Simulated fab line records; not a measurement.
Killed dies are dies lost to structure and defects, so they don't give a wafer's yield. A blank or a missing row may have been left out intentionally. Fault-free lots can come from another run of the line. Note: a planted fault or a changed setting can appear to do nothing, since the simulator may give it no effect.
fab line records | flow gf180mcu
record: lots: 14 wafers: 42 last_day: 35
route steps=602 shown HV_LDD@222 NSD@242 PSD@254
lots that met no fault: from a run of the same line without faults
start_h: start of the lot's first displayed wafer, in hours after the record's first day | wait_h: how many hours have passed since the lot's step before this one | " identical to the entry in the row above | L1.1+2: several wafers, shown together as one row | - either no value or no given start | * or withheld: withheld | < > ~ a bound
route shown NAME@n: a module of which the file shows steps, and the number in the route of the first | usual: mean/standard deviation of fault-free wafers | same: alike in all rows | chamber/n: place in a boat | sites: each site's reading | _std_site: the standard deviation of these | _edge_site: inner sites' mean taken away from outer sites' mean | radius_mm: for every site, how far away it sits from the centre of the wafer | mask NAME#n: copy n | behind: the tool/chamber that last shaped the wafer | hold: what put the lot on hold/how long, in hours/how the hold closed | device: names the non-switching transistor (n, p or np) | end of line: at the end of the route, the tests of the same wafers | a step with no rows: only its recipe | killed: not the wafer's yield, but the dies lost to structure and defects at the first sort | map: a wafer's dies, x killed, . not, _ none there
set.NAME: the setting that was run; set.NAME@STEP: the one run at that earlier step | model.NAME: the simulator's own value behind a step, which no gauge read
the route's steps for a sample of lots (tables are steps, rows are wafers)
services: from which hour (start_h, from the record's first day; less than 0 if before it) a tool's chamber was out of use, for how many hours, and why
== steps ==
step: GF_HV_LDD_CD_MEAS_46
recipe: target_cd_nm: 400
usual: cd_nm: 399.9/2.3
columns lot.wafer tool chamber start_h wait_h cd_nm
L755.2 cd_sem-01 - 281.58 0.1 398.2
L755.4 " - " " 396.1
L755.6 " - " " 394.1
L756.2 cd_sem-01 - 285.71 0.1 399.3
L756.3 " - " " 401.2
L756.5 " - " " 398.3
L758.1 cd_sem-02 - 310.73 0.1 400.9
L758.5 " - " " 401.0
L758.6 " - " " 399.8
L761.1 cd_sem-02 - 335.43 0.1 400.0
L761.2 " - " " 398.7
L761.4 " - " " 401.8
L763.1 cd_sem-01 - 338.83 0.1 398.0
L763.4 " - " " 397.1
L763.5 " - " " 398.3
L764.3 cd_sem-01 - 347.90 0.1 400.7
L764.4 " - " " 403.4
L764.6 " - " " 403.8
L772.2 cd_sem-01 - 419.01 0.1 402.3
L772.4 " - " " 401.7
L772.6 " - " " 399.8
L771.3 cd_sem-02 - 419.07 0.1 402.0
L771.4 " - " " 401.1
L771.5 " - " " 399.6
L773.1 cd_sem-02 - 428.31 0.1 399.4
L773.2 " - " " 399.4
L773.6 " - " " 400.1
L774.1 cd_sem-02 - 440.03 0.1 400.1
L774.2 " - " " 399.0
L774.6 " - " " 400.4
L775.2 cd_sem-02 - 451.40 0.2 401.0
L775.5 " - " " 398.0
L775.6 " - " " 396.8
L776.3 cd_sem-01 - 451.60 0.1 401.6
L776.5 " - " " 399.9
L776.6 " - " " 398.5
L777.3 cd_sem-01 - 463.15 0.1 403.2
L777.4 " - " " 400.3
L777.5 " - " " 401.2
L778.1 cd_sem-02 - 473.84 0.1 402.0
L778.3 " - " " 398.8
L778.4 " - " " 402.5
step: GF_HV_LDD_STRIP_49
recipe: chemistry: O2/N2 power_w: 1400 pressure_mtorr: 1500 platen_temp_c: 250 o2_flow_sccm: 3000 n2_flow_sccm: 300 overash_fraction: 0.5
usual: drypump_motor_current_A: 5.6/0.36 heater_power_w: 317/31 oes_product_au: 0.716/0.0041 strip_time_to_endpoint_s: 12.65/0.03
columns lot.wafer tool chamber start_h wait_h drypump_motor_current_A heater_power_w oes_product_au rf_hours_counter_h strip_time_to_endpoint_s
L755.2 plasma_asher-02 1 281.87 0.1 5.5 259 0.717 13 12.67
L755.4 " 0 " " 5.8 351 0.716 - 12.67
L755.6 " 1 " " 5.6 259 0.717 - 12.62
L756.2 plasma_asher-02 0 285.99 0.1 5.8 355 0.712 13 12.61
L756.3 " 1 " " 5.6 264 0.718 - 12.58
L756.5 " 0 " " 5.8 360 0.706 - 12.62
L758.1 plasma_asher-03 1 311.04 0.1 5.6 311 0.720 55 12.71
L758.5 " 1 " " 5.6 310 0.714 - 12.68
L758.6 " 0 " " 5.1 307 0.716 - 12.72
L761.1 plasma_asher-03 0 335.74 0.1 5.1 306 0.711 58 12.65
L761.2 " 1 " " 5.6 308 0.713 58 12.65
L761.4 " 0 " " 5.1 304 0.711 - 12.65
L763.1 plasma_asher-04 1 339.14 0.1 6.2 322 0.709 72 12.68
L763.4 " 1 " " 6.2 321 0.717 - 12.62
L763.5 " 1 " " 6.2 319 0.721 - 12.68
L764.3 plasma_asher-02 1 348.20 0.1 5.6 265 0.714 - 12.64
L764.4 " 0 " " 5.8 356 0.712 - 12.66
L764.6 " 0 " " 5.8 354 0.715 - 12.61
L772.2 plasma_asher-04 0 419.29 0.1 5.3 351 0.717 80 12.68
L772.4 " 1 " " 6.2 326 0.710 - 12.67
L772.6 " 0 " " 5.3 351 0.725 - 12.68
L771.3 plasma_asher-02 0 419.37 0.1 5.8 361 0.721 - 12.64
L771.4 " 1 " " 5.6 258 0.717 - 12.61
L771.5 " 1 " " 5.6 261 0.711 - 12.61
L773.1 plasma_asher-04 0 428.62 0.1 5.3 351 0.714 81 12.64
L773.2 " 1 " " 6.2 313 0.714 81 12.66
L773.6 " 1 " " 6.2 320 0.715 - 12.67
L774.1 plasma_asher-03 1 440.34 0.1 5.6 310 0.712 69 12.61
L774.2 " 0 " " 5.1 311 0.719 69 12.58
L774.6 " 0 " " 5.1 317 0.725 - 12.59
L775.2 plasma_asher-03 1 451.69 0.1 5.6 310 0.716 71 12.67
L775.5 " 1 " " 5.6 305 0.716 - 12.64
L775.6 " 0 " " 5.1 307 0.719 - 12.68
L776.3 plasma_asher-04 0 451.90 0.1 5.3 354 0.717 - 12.63
L776.5 " 0 " " 5.3 363 0.717 - 12.65
L776.6 " 1 " " 6.2 321 0.721 - 12.66
L777.3 plasma_asher-03 1 463.45 0.1 5.6 307 0.713 - 12.66
L777.4 " 0 " " 5.1 301 0.712 - 12.62
L777.5 " 1 " " 5.6 301 0.714 - 12.64
L778.1 plasma_asher-03 0 474.14 0.1 5.1 299 0.720 73 12.65
L778.3 " 0 " " 5.1 312 0.710 - 12.68
L778.4 " 1 " " 5.6 301 0.709 - 12.70
step: GF_NSD_CD_MEAS_07
recipe: target_cd_nm: 400
usual: cd_nm: 400.1/2.1
columns lot.wafer tool chamber start_h wait_h cd_nm
L755.2 cd_sem-01 - 305.35 0.1 400.9
L755.4 " - " " 400.7
L755.6 " - " " 399.6
L756.2 cd_sem-01 - 309.50 0.1 400.4
L756.3 " - " " 401.7
L756.5 " - " " 404.0
L758.1 cd_sem-01 - 334.24 0.1 401.8
L758.5 " - " " 403.0
L758.6 " - " " 401.0
L761.1 cd_sem-02 - 360.33 0.1 398.2
L761.2 " - " " 398.4
L761.4 " - " " 399.4
L763.1 cd_sem-02 - 365.28 0.1 398.3
L763.4 " - " " 398.8
L763.5 " - " " 397.4
L764.3 cd_sem-01 - 373.27 0.1 397.6
L764.4 " - " " 398.1
L764.6 " - " " 399.8
L772.2 cd_sem-02 - 448.80 0.1 396.9
L772.4 " - " " 397.5
L772.6 " - " " 397.2
L771.3 cd_sem-01 - 449.18 0.1 399.1
L771.4 " - " " 397.6
L771.5 " - " " 399.3
L773.1 cd_sem-02 - 456.38 0.1 401.3
L773.2 " - " " 399.7
L773.6 " - " " 401.7
L774.1 cd_sem-02 - 468.23 0.1 402.1
L774.2 " - " " 399.8
L774.6 " - " " 401.4
L776.3 cd_sem-01 - 479.18 0.1 400.1
L776.5 " - " " 400.0
L776.6 " - " " 400.3
L775.2 cd_sem-02 - 480.76 0.1 399.1
L775.5 " - " " 399.5
L775.6 " - " " 399.7
L777.3 cd_sem-02 - 490.72 0.1 400.0
L777.4 " - " " 400.5
L777.5 " - " " 400.8
L778.1 cd_sem-01 - 501.04 0.1 399.6
L778.3 " - " " 398.7
L778.4 " - " " 397.3
step: GF_PSD_DEVELOP_06
recipe: develop_time_s: 60 dev_temp_c: 23
columns lot.wafer tool chamber start_h wait_h
L755.2+4+6 litho_track-04 0 325.61 0.1
L756.2+3+5 litho_track-03 0 329.90 0.1
L758.1+5+6 litho_track-03 0 356.58 0.1
L761.1+2+4 litho_track-01 0 382.71 0.1
L763.1+4+5 litho_track-03 0 388.07 0.1
L764.3+4+6 litho_track-01 0 397.11 0.1
L772.2+4+6 litho_track-01 0 473.44 0.1
L771.3+4+5 litho_track-01 0 473.76 0.1
L773.1+2+6 litho_track-03 0 481.07 0.1
L774.1+2+6 litho_track-01 0 493.01 0.1
L776.3+5+6 litho_track-01 0 504.06 0.1
L775.2+5+6 litho_track-01 0 505.29 0.1
L777.3+4+5 litho_track-03 0 514.72 0.1
L778.1+3+4 litho_track-04 0 525.04 0.1
step: GF_PSD_CD_MEAS_07
recipe: target_cd_nm: 400
usual: cd_nm: 399.5/2.4
columns lot.wafer tool chamber start_h wait_h cd_nm
L755.2 cd_sem-02 - 325.76 0.1 397.8
L755.4 " - " " 398.4
L755.6 " - " " 400.5
L756.2 cd_sem-01 - 330.05 0.1 398.8
L756.3 " - " " 401.6
L756.5 " - " " 398.9
L758.1 cd_sem-01 - 356.73 0.1 395.2
L758.5 " - " " 395.1
L758.6 " - " " 395.0
L761.1 cd_sem-01 - 382.99 0.3 413.8
L761.2 " - " " 415.9
L761.4 " - " " 415.1
L763.1 cd_sem-02 - 388.22 0.1 395.8
L763.4 " - " " 396.0
L763.5 " - " " 398.2
L764.3 cd_sem-01 - 397.25 0.1 412.2
L764.4 " - " " 411.1
L764.6 " - " " 410.9
L772.2 cd_sem-01 - 473.58 0.1 404.1
L772.4 " - " " 401.5
L772.6 " - " " 401.0
L771.3 cd_sem-01 - 473.90 0.1 402.0
L771.4 " - " " 403.3
L771.5 " - " " 402.2
L773.1 cd_sem-02 - 481.22 0.1 399.6
L773.2 " - " " 399.7
L773.6 " - " " 398.5
L774.1 cd_sem-01 - 493.16 0.1 398.8
L774.2 " - " " 400.6
L774.6 " - " " 398.4
L776.3 cd_sem-01 - 504.20 0.1 396.8
L776.5 " - " " 396.3
L776.6 " - " " 397.6
L775.2 cd_sem-02 - 505.43 0.1 402.4
L775.5 " - " " 399.7
L775.6 " - " " 399.6
L777.3 cd_sem-02 - 514.86 0.1 402.9
L777.4 " - " " 401.4
L777.5 " - " " 403.9
L778.1 cd_sem-01 - 525.19 0.1 404.1
L778.3 " - " " 403.4
L778.4 " - " " 402.1
== services ==
columns tool chamber start_h hours kind
plasma_asher-02 - 278.50 2.2 repair
plasma_asher-02 - 328.62 10.0 pm
plasma_asher-02 - 454.52 24.4 repair
plasma_asher-03 - 468.84 1.1 repair
plasma_asher-04 - 475.49 7.3 repair
plasma_asher-03 - 501.71 2.8 pm
== key ==
first_sign: step: GF_PSD_CD_MEAS_07 reading: cd_nm direction: up sigmas: 5.7 usual: 399.5 struck: 413.2 through: control_loop
effect none on later readings
met_at GF_PSD_DEVELOP_06
struck_lots L761,L764
tester_left_out L761,L764
loop_trim: step: GF_PSD_EXPOSE_04 setting: dose lots: L764
not_acting_at GF_HV_LDD_CD_MEAS_46,GF_HV_LDD_STRIP_49,GF_NSD_CD_MEAS_07
fault: kind: process_parameter_drift tool: litho_track-01 chamber: - onset_h: 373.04 steps: GF_PSD_DEVELOP_06 channel: develop_time_s offset: * shape: step end_h: 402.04 acts_in: * stated: *
tester_left_out: of these lots the tester's yield and bins aren't shown, on N5 and GAA mostly nor the transistor test; their killed dies are dies lost to structure and defects alone, not to doping, threshold or leakage, so they don't give the yield
loop_trim: a control loop set the setting to another value than it would have without faults
